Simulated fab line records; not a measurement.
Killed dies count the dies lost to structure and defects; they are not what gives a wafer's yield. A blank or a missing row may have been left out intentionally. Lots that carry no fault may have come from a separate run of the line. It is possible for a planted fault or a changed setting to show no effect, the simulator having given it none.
2 desks looking at one fault :: flow sky130 :: each desk holds nothing but its own numbers, with what lay behind them at the end

== FROM THE METROLOGY DESK ==
What the gauges read for every lot (on any tool): the sampled wafers with a number, averaged. If a lot's mean is further than 4 standard deviations from the usual mean, the lot is out of limits and carries the mark OUT (the distance appears in the brackets).
Columns: A = PAD_OPEN_BOW at SKY_PAD_OPEN_BOW_MEAS_13, usual 46 um
lot: L280
first seen here: day 46 04:54
A: 30

lot: L281
first seen here: day 46 06:53
A: 49

lot: L282
first seen here: day 46 11:26
A: 44

lot: L283
first seen here: day 46 18:53
A: 45

lot: L285
first seen here: day 47 07:19
A: 54

lot: L287
first seen here: day 47 20:35
A: 58

lot: L288
first seen here: day 48 03:16
A: 54

lot: L291
first seen here: day 48 18:56
A: 48

lot: L292
first seen here: day 48 22:42
A: 47

lot: L293
first seen here: day 49 05:28
A: 47

lot: L294
first seen here: day 49 09:26
A: 53

lot: L296
first seen here: day 49 20:14
A: 40
This desk's finding: nothing out of limits on any of the 12 lots.

== DESK OF THE TOOL OWNER: rie_metal-01 ==
The tool's own readings at SKY_CAPM_METAL_ETCH_13 (etches TiN in Cl2/BCl3, stops on SiO2, target depth 220 nm, time 62.9 s): means of the sampled wafers that have a number, for each lot that ran on this tool. If a lot's mean is further than 4 standard deviations from the usual mean, the lot is out of limits and carries the mark OUT (the distance appears in the brackets).
Columns: A = bcl3_flow_sccm at SKY_CAPM_METAL_ETCH_13, usual 30.00 sccm; B = drypump_motor_current_A at SKY_CAPM_METAL_ETCH_13, usual 5.6 A; C = he_backside_leak_sccm at SKY_CAPM_METAL_ETCH_13, usual 3.22 sccm; D = oes_product_au at SKY_CAPM_METAL_ETCH_13, usual 0.941 a.u.; E = throttle_valve_pct at SKY_CAPM_METAL_ETCH_13, usual 21.902 %
lot: L280
first seen here: day 37 21:16
A: 29.95
B: 5.7
C: 3.19
D: 0.935
E: 21.903

lot: L283
first seen here: day 38 17:43
A: 30.00
B: 5.7
C: 3.21
D: 0.944
E: 21.901

lot: L288
first seen here: day 40 06:59
A: 30.02
B: 5.7
C: 3.22
D: 0.935
E: 21.909

lot: L292
first seen here: day 41 08:49
A: 30.00
B: 5.8
C: 3.14
D: 0.942
E: 21.889

lot: L293
first seen here: day 41 16:16
A: 29.96
B: 5.7
C: 3.35
D: 0.940
E: 21.907

lot: L294
first seen here: day 42 00:41
A: 30.06
B: 5.7
C: 3.28
D: 0.943
E: 21.894

lot: L296
first seen here: day 42 12:13
A: 29.97
B: 5.7
C: 3.18
D: 0.942
E: 21.904
This desk's finding: nothing out of limits on any of the 7 lots.

== PUT TOGETHER ==
Nothing out of limits was seen by the metrology desk.
The tool owner's desk saw nothing out of limits.

== WHAT THE SIMULATOR HAD PUT IN ==
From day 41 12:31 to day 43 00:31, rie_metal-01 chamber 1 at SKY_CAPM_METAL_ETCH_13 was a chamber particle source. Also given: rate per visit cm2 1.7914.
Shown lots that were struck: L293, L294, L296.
